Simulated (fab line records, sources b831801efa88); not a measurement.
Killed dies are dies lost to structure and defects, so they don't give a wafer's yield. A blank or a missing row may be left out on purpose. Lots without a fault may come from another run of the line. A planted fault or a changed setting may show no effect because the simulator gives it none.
Problem report in the 8D (eight disciplines) form, filled by code | flow sfq_line | the parts of the form that need people (team, actions taken, sign-off) are left out

1. THE PROBLEM
spin_speed_rpm at SFQ_TRILAYER_M7_LITHO_COAT_177 reads a mean of 2593.4 rpm on 9 wafers of 3 lots; wafers without a fault read 3000.2 rpm with a standard deviation of 2. That is -99 or more standard deviations from the usual mean.
The step: resist thk 600 nm.
First seen on wafer L243.3, day 67 01:11, on litho_track-02. The record holds 21 wafers of 7 lots with a number at this step. Rule for "out", or "out of limits": more than 4 standard deviations from the usual mean. The other wafers with a number count as sound.

2. WHAT IT IS AND WHAT IT IS NOT
question                    | is                     | is not
which readings at this step | spin_speed_rpm         | resist_line_temp_C
which lots                  | L243, L244, L245       | L233, L249, L251, L253
which wafers of those lots  | all that have a number | -
read on which tools         | litho_track-02         | litho_track-01, litho_track-04
when                        | from day 67 01:11      | up to then (3 sound wafers); but 9 sound wafers of L249, L251, L253 came after

3. SUSPECTS, AND WHAT RULES EACH OUT
Counting: a tool at a process step up to the reading stays a suspect if it ran every lot that is out and no sound lot after the first of them.
- litho_track-02 at SFQ_TRILAYER_M7_LITHO_COAT_177 (resist thk 600 nm): ruled out as a lasting fault. Sound lots L253 ran on it after its first lot that is out, L243 (day 67 01:11).
Left after counting: nothing in the record.

4. THE CAUSE (what the simulator had put in)
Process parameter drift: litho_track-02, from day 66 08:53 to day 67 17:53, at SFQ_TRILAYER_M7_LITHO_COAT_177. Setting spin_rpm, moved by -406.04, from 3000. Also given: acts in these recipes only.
Counting ruled it out, wrongly.

5. THE CHAIN OF EFFECTS, in route order
Each row: a reading whose mean over the struck wafers that have a number lies more than 3 standard deviations from the usual. Only readings for which the record gives a usual standard deviation are gone through. hours: the time from each lot's start at the first step in this table that gives one to its start at this step, as a median over the lots. sigmas: the change in usual standard deviations.
hours | step                           | reading        | usual      | on struck wafers | change | sigmas
0     | SFQ_TRILAYER_M7_LITHO_COAT_177 | spin_speed_rpm | 3000.2 rpm | 2593.4           | -406.8 | -99 or more
The process steps in it:
- SFQ_TRILAYER_M7_LITHO_COAT_177: resist thk 600 nm.
Later measuring or inspecting steps at which every struck wafer that the step has a row for has a number for every such reading, and none has moved that far: SFQ_M7_OVL_MEAS_945.

6. WHAT WOULD HAVE CAUGHT IT SOONER
In this record the first reading out of limits was taken at day 67 01:11, 16 hours after the fault began at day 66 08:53.
